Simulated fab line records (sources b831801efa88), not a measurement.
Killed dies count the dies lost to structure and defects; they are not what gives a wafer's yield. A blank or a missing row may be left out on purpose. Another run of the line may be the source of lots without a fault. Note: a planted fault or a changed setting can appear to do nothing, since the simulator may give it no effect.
The tool behind it: which one? -- flow gf180mcu -- 6 lots with 17 wafers sampled at 4 steps, on a route of 602 steps

WHAT THE GAUGES SHOWED, per wafer
GF_V1_RS_MEAS_24: measurement is done with a four-point probe.
lot,measured,on,V1_W_RS (ohm/sq)
L761,day 18 20:02,film_metro-01,0.324 0.324 0.323
L763,day 19 21:02,film_metro-04,0.335 0.332 0.329
L767,day 21 08:19,film_metro-04,0.323 0.326 0.322
L775,day 24 05:52,film_metro-04,0.363 0.332
L778,day 24 17:32,film_metro-04,0.330 0.329 0.329
L782,day 25 21:05,film_metro-01,0.326 0.330 0.337

WHICH TOOL RAN EACH LOT (tool, then ch and the chambers of the sampled wafers, then the start)
lot,GF_CONTACT_SPUTTER_23,GF_M1_METAL_ETCH_16,GF_V1_CVD_23
L761,"pvd_sputter-02, day 16 19:16","rie_metal-02 ch 0,1, day 17 19:11","cvd_w-02 ch 0, day 18 19:56"
L763,"pvd_sputter-03, day 17 17:37","rie_metal-04 ch 0,1, day 18 18:04","cvd_w-01 ch 0,1, day 19 20:55"
L767,"pvd_sputter-02, day 19 04:47","rie_metal-04 ch 0,1, day 20 06:35","cvd_w-02 ch 0, day 21 08:11"
L775,"pvd_sputter-03, day 22 04:20","rie_metal-01 ch 0, day 23 04:55","cvd_w-02 ch 0,1, day 24 05:42"
L778,"pvd_sputter-03, day 22 16:33","rie_metal-01 ch 0,1, day 23 16:28","cvd_w-01 ch 0,1, day 24 17:25"
L782,"pvd_sputter-02, day 23 21:44","rie_metal-02 ch 0,1, day 24 21:22","cvd_w-01 ch 0,1, day 25 20:58"
- GF_CONTACT_SPUTTER_23: material TiN, target thk 10 nm, time 40 s.
- GF_M1_METAL_ETCH_16: etches the open film in Cl2/BCl3, stops on SiO2, target depth 750.8 nm, time 125.1 s.
- GF_V1_CVD_23: deposits W, target thk 350 nm, time 105.05 s.

THE ANSWER, worked out from the rows above alone
Rule: the usual values come from the lots themselves. The widest of any qualifying gaps counts: lots, ordered by their means at a reading, are off when they make up no more than a third of the lots, leave a main group of 4 or more, and stand apart from it by 3 or more times the standard deviation of that group's means. A main group is skipped when, at the precision printed for the reading in the tables above, its means are all equal. A lot without any number at a reading at which 4 lots or more have one is off too. Where the step has rows for the other lots, those lots are counted as sound.
Off: L775, seen at GF_V1_RS_MEAS_24 (V1_W_RS). For the main group the mean is 0.328 ohm/sq and the standard deviation 0.0036.
If a tool, at a process step before that reading, ran all the lots that are off and no sound lot after the first of them, it fits. Those tools and the gauges at GF_V1_RS_MEAS_24 are tried in the same way. One fits: GF_V1_CVD_23 on cvd_w-02. Its last sound lot is L767 (day 21 08:11), its first lot that is off L775 (day 24 05:42): a fault that began between those two fits.

WHAT THE SIMULATOR HAD INSERTED
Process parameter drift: cvd_w-02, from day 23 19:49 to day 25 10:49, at GF_V1_CVD_23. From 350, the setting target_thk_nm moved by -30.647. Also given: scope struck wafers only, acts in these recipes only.
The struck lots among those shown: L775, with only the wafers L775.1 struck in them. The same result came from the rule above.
